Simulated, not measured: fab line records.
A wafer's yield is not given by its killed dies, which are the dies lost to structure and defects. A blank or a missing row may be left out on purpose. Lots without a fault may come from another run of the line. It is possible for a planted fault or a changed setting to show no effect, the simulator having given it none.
A struck lot beside a sound one + flow sky130 + 23 steps out of a route of 708
Sound: these wafers, L146.1, L146.3, L146.5. Wafers L143.3, L143.5, L143.6 were the ones struck. Last of all comes the cause.
Each step with rows lists, per side, the tool, then ch with its chambers, then its first start. Under that, the readings that differ: sound wafers + struck wafers + difference of the means + sigmas: that difference in standard deviations of wafers without a fault.
alike: same words and numbers on both sides, and readings whose means sit less than 2 such deviations apart. not compared: any withheld reading, any reading some wafer has no value for, any bound like >300 that may hide the same value, and any number with overlapping values for which the record gives no deviation.
The two part at a step that has a row with sigmas, a row that says differs or no value, or rows on one side only. When numbers do not overlap yet have no deviation, they are printed without sigmas and do not part them. Lack of a reading on every wafer of one side parts them only where that side has two or more wafers.

SKY_METAL3_ETCH_17: etches SiO2 in C4F8/O2/Ar, stops on TiN, time 3.9 s, target depth 15 nm.
  sound on rie_diel-03 ch 1,2,3, day 42 14:25; struck on rie_diel-04 ch 1,2, day 41 22:22
  alike: oes_product_au, rf_fwd_power_W
  not compared: rf_hours_counter_h
SKY_METAL3_METAL_ETCH_18: etches the open film in Cl2/BCl3, stops on SiO2, target depth 845 nm, time 183.1 s.
  sound on rie_metal-01 ch 0,1, day 42 14:26; struck on rie_metal-04 ch 0,1, day 41 22:26
  alike: drypump_motor_current_A, he_backside_leak_sccm, oes_product_au, rf_fwd_power_W, throttle_valve_pct
  not compared: rf_hours_counter_h
SKY_METAL3_STRIP_19: strips in O2/N2.
  sound on plasma_asher-02 ch 0,1, day 42 14:37; struck on plasma_asher-01 ch 0,1, day 41 22:36
| reading                      | sound             | struck            | difference | sigmas |
|------------------------------|-------------------|-------------------|------------|--------|
| drypump_motor_current_A (A)  | 5.8 6.3 6.3       | 5.2 5.5 5.2       | -0.8       | -2     |
| oes_product_au (a.u.)        | 0.506 0.506 0.518 | 0.494 0.498 0.499 | -0.013     | -2     |
| strip_time_to_endpoint_s (s) | 6.70 6.59 6.73    | 6.39 6.50 6.40    | -0.24      | -3     |
  not compared: rf_hours_counter_h
then, 4 steps without rows for these wafers: SKY_METAL3_STRIP_20 (strips in post etch residue remover, time 1200 s); SKY_METAL3_CLEAN_21 (cleans in IPA, time 180 s); SKY_METAL3_CLEAN_22 (cleans in O3/DIW); SKY_VIA3_HDPCVD_00 (deposits SiO2, target thk 1635 nm, time 272.5 s).
SKY_VIA3_THK_MEAS_01:
  sound on film_metro-01, day 42 15:22; struck on film_metro-04, day 41 23:20
  alike: VIA3_HDPCVD_THK
SKY_VIA3_CMP_02: polishes SiO2.
  sound on cmp-01 ch 0,3, day 42 15:29; struck on cmp-02 ch 2,3, day 41 23:26
  alike: motor_current_A
SKY_VIA3_BOW_MEAS_03:
  sound on film_metro-04, day 42 15:46; struck on film_metro-01, day 41 23:43
  alike: VIA3_BOW
then, 2 steps without rows for these wafers: SKY_VIA3_DEHYDRATE_04 (time 60 s); SKY_VIA3_HMDS_05 (prime time 60 s).
SKY_VIA3_COAT_06: resist thk 60 nm.
  sound on litho_track-01 ch 0, day 43 02:58; struck on litho_track-02 ch 0, day 42 10:56
  alike: dispense_pressure_kPa, exhaust_pa, spin_speed_rpm
then, 5 steps without rows for these wafers: SKY_VIA3_COAT_07 (resist thk 450 nm); SKY_VIA3_SOFTBAKE_08 (time 90 s); SKY_VIA3_EXPOSE_09 (exposes mask VIM3, target cd 200 nm); SKY_VIA3_PEB_10; SKY_VIA3_DEVELOP_11 (develop time 60 s).
SKY_VIA3_CD_MEAS_12 targets a cd of 200 nm.
  sound on cd_sem-02, day 43 14:44; struck on cd_sem-02, day 42 23:25
  alike: cd_nm
SKY_VIA3_OVL_MEAS_13:
  sound on overlay-02, day 43 14:51; struck on overlay-02, day 42 23:30
  alike: VIA3_OVL
SKY_VIA3_ETCH_14: etches BARC in N2/H2, stops on SiO2, time 45.9 s, target depth 60 nm.
  sound on rie_diel-02 ch 1,2, day 43 14:53; struck on rie_diel-04 ch 0,1,2, day 42 23:32
| reading                  | sound             | struck            | difference | sigmas |
|--------------------------|-------------------|-------------------|------------|--------|
| oes_product_au (a.u.)    | 0.852 0.850 0.855 | 0.840 0.843 0.841 | -0.011     | -2     |
| model.etch.depth_nm (nm) | 59.82 59.84 59.87 | 58.59 58.7 58.85  | -1.13      |        |
  alike: drypump_motor_current_A, rf_fwd_power_W, throttle_valve_pct
  not compared: rf_hours_counter_h
SKY_VIA3_ETCH_15: etches SiO2 in C4F8/O2/Ar, stops on TiN, target depth 507 nm, time 78 s.
  sound on rie_diel-02 ch 1,2, day 43 14:56; struck on rie_diel-04 ch 0,1,2, day 42 23:34
  alike: oes_product_au, rf_fwd_power_W
  not compared: rf_hours_counter_h
-- the record jumps here: 6 days lie between the struck wafers' starts before and after (it left off in module VIA3 and takes up again in module PAD_OPEN, whose first step shown is number 708 of the route) --
SKY_PAD_OPEN_PROBE_99:
  only the struck wafers here have rows in the record (prober-02, day 48 11:36); the sound ones have none

== WHERE THEY PART ==
First at SKY_METAL3_STRIP_19; last, within this record, at SKY_PAD_OPEN_PROBE_99.

WHY: the cause the simulator had injected
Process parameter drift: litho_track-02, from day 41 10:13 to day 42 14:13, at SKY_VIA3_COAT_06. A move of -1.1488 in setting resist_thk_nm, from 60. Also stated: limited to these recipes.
